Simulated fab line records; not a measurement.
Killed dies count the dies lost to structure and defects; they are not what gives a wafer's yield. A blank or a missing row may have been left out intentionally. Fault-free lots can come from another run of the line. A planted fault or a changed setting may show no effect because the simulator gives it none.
What tool caused it?    flow sky130    13 lots, 39 wafers sampled, at 2 steps of a route of 708

## WHAT THE GAUGES SHOWED, per wafer
SKY_VT_ADJUST_LVTN_OVL_MEAS_07. Usual: for VT_ADJUST_LVTN_OVL the level is 0.8 nm and the standard deviation is 1.2.
lot   measured      on          VT_ADJUST_LVTN_OVL (nm)  flag
L861  day 7 11:50   overlay-01  2.2 1.0 -0.8             
L863  day 7 20:19   overlay-02  0.6 2.6 1.3              
L864  day 8 03:05   overlay-02  -1.4 0.5 1.7             
L866  day 8 16:48   overlay-01  -0.9 -1.0 1.2            
L872  day 10 03:45  overlay-02  3.9 1.0 1.5              
L873  day 10 07:41  overlay-01  -0.3 1.1 -1.1            
L874  day 10 16:46  overlay-02  1.4 1.7 1.5              
L875  day 11 03:58  overlay-02  0.7 1.3 2.2              
L876  day 11 05:26  overlay-01  1.8 1.7 1.0              
L877  day 11 08:08  overlay-01  -0.6 -0.1 2.3            
L880  day 12 05:02  overlay-02  1.7 -0.3 -0.7            
L882  day 12 20:24  overlay-01  1.1 0.2 -0.3             
L883  day 13 04:34  overlay-01  0.6 -1.3 0.3             

SKY_GATE_OXIDE_TW_MEAS_14. Usual: for GATE_OXIDE_TW the level is 224.5 and the standard deviation is 1.4.
lot   measured      on             GATE_OXIDE_TW      flag
L861  day 14 11:07  film metro-04  224.1 222.9 224.4  
L863  day 14 22:47  film metro-02  226.7 225.7 224.1  
L864  day 15 06:05  film metro-04  222.6 222.9 222.6  
L866  day 15 22:40  film metro-02  225.9 224.6 225.6  
L872  day 18 06:18  film metro-02  226.1 226.9 225.3  
L873  day 18 06:35  film metro-03  225.3 225.8 225.8  
L874  day 18 16:53  film metro-02  225.6 225.8 224.9  
L875  day 19 09:26  film metro-02  222.8 222.9 223.2  
L876  day 19 14:03  film metro-02  222.1 223.7 224.4  
L877  day 19 18:20  film metro-03  227.4 227.0 226.1  
L880  day 20 20:04  film metro-04  222.4 223.4 222.9  
L882  day 21 14:29  film metro-02  223.7 223.0 223.5  
L883  day 22 00:40  film metro-03  224.9 224.6 225.3  

## WHAT TOOL EACH LOT RAN ON (gives the tool, then ch and the chambers of the sampled wafers, and finally the start)
There is no process step in the record ahead of these readings.

## AS READ BY THE TOOLS THEMSELVES (means over the sampled wafers that have a number; for cases with no such wafer, the mark the record gives instead)
The record holds no such reading with a usual standard deviation.

## THE ANSWER, worked out from the rows above alone
Rule: a lot is off if the mean of its wafers that have a number lies more than 3 standard deviations from the usual mean. A lot without any number at a reading at which 4 lots or more have one is off too. Where the step has rows for the other lots, those lots are counted as sound. After the gauges, taken in route order, come the tools' own readings; for these a lot's mean is taken, as printed above. At the first step where some lot is off, the reading lying furthest off is the one used; lots without a number count as furthest.
No lot is off at any reading shown: from this, nothing can be told.

## WHAT THE SIMULATOR HAD PUT IN
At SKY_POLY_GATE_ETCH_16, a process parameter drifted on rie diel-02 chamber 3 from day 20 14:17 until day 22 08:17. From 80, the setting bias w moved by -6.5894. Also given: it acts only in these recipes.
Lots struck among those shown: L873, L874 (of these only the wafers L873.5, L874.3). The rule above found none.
